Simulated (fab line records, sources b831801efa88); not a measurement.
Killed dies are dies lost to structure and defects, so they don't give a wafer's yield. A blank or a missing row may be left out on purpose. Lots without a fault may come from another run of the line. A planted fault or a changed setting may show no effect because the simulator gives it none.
Which tool did it? | flow gf180mcu | 11 lots, 33 wafers sampled, at 4 steps of a route of 602

WHAT THE GAUGES READ, wafer by wafer
GF_NSD_CD_MEAS_07: target cd 400 nm.
lot  | measured     | on        | cd_nm (nm)
L951 | day 13 11:18 | cd_sem-01 | 399.8 398.4 400.1
L952 | day 13 16:19 | cd_sem-02 | 401.0 402.0 401.4
L953 | day 13 23:10 | cd_sem-02 | 402.5 401.2 401.9
L956 | day 15 01:10 | cd_sem-02 | 401.8 399.5 402.3
L958 | day 15 15:48 | cd_sem-01 | - - -
L964 | day 17 20:00 | cd_sem-01 | 402.1 404.4 402.5
L965 | day 18 01:16 | cd_sem-02 | 400.0 400.7 399.5
L968 | day 19 08:12 | cd_sem-02 | 399.4 400.4 398.7
L970 | day 20 00:15 | cd_sem-02 | 400.3 400.3 399.8
L971 | day 20 05:34 | cd_sem-01 | 401.4 400.7 399.4
L974 | day 21 09:48 | cd_sem-01 | 401.2 401.8 402.4

WHICH TOOL RAN EACH LOT (tool, then ch and the chambers of the sampled wafers, then the start)
lot  | GF_HV_LDD_STRIP_22                   | GF_HV_LDD_STRIP_37                   | GF_NSD_EXPOSE_04
L951 | plasma_asher-01 ch 0,1, day 10 22:38 | plasma_asher-02 ch 0,1, day 11 17:31 | iline_stepper-01 ch 0, day 13 01:48
L952 | plasma_asher-02 ch 0,1, day 11 03:21 | plasma_asher-03 ch 0,1, day 11 22:00 | iline_stepper-01 ch 0, day 13 06:10
L953 | plasma_asher-03 ch 0,1, day 11 09:12 | plasma_asher-03 ch 0,1, day 12 04:42 | iline_stepper-02 ch 0, day 13 13:17
L956 | plasma_asher-01 ch 0,1, day 12 09:29 | plasma_asher-02 ch 0,1, day 13 05:00 | iline_stepper-02 ch 0, day 14 14:49
L958 | plasma_asher-01 ch 0,1, day 12 21:43 | plasma_asher-02 ch 0,1, day 13 18:34 | iline_stepper-02 ch 0, day 15 04:58
L964 | plasma_asher-01 ch 0,1, day 14 19:48 | plasma_asher-02 ch 0,1, day 15 17:51 | iline_stepper-02 ch 0, day 17 08:40
L965 | plasma_asher-03 ch 0,1, day 15 02:26 | plasma_asher-03 ch 0,1, day 16 00:54 | iline_stepper-02 ch 0, day 17 13:55
L968 | plasma_asher-01 ch 0,1, day 16 06:34 | plasma_asher-03 ch 0,1, day 17 05:39 | iline_stepper-01 ch 0, day 18 20:45
L970 | plasma_asher-03 ch 0,1, day 16 21:00 | plasma_asher-01 ch 0,1, day 17 20:32 | iline_stepper-01 ch 0, day 19 12:12
L971 | plasma_asher-03 ch 0,1, day 17 01:50 | plasma_asher-01 ch 0,1, day 18 01:44 | iline_stepper-02 ch 0, day 19 17:35
L974 | plasma_asher-02 ch 0,1, day 18 05:47 | plasma_asher-01 ch 0,1, day 19 05:59 | iline_stepper-02 ch 0, day 20 22:03
- GF_HV_LDD_STRIP_22: strips in O2/N2.
- GF_HV_LDD_STRIP_37: strips in O2/N2.
- GF_NSD_EXPOSE_04: exposes mask Nplus, target cd 400 nm.

THE ANSWER, worked out from the rows above alone
Rule: what is usual is taken from the lots themselves. Put in order of their means at a reading, lots are off if they are a third of the lots or fewer, leave a main group of 4 or more, and stand apart from it by a gap of 3 or more times the standard deviation of the main group's means; of several such gaps the widest counts. A main group whose means are all the same, to the digits that the tables above print for the reading, isn't used. A lot without any number at a reading at which 4 lots or more have one is off too. The other lots that the step has rows for count as sound.
Off: L958, at GF_NSD_CD_MEAS_07 (cd_nm). Without a number there: L958. The main group: mean 400.9 nm, standard deviation 1.1.
A tool fits if, at a process step before that reading, it ran every lot that is off, and no sound lot after the first of them. The gauges at GF_NSD_CD_MEAS_07 are tried like those tools. None of those tried fits.

WHAT THE SIMULATOR HAD PUT IN
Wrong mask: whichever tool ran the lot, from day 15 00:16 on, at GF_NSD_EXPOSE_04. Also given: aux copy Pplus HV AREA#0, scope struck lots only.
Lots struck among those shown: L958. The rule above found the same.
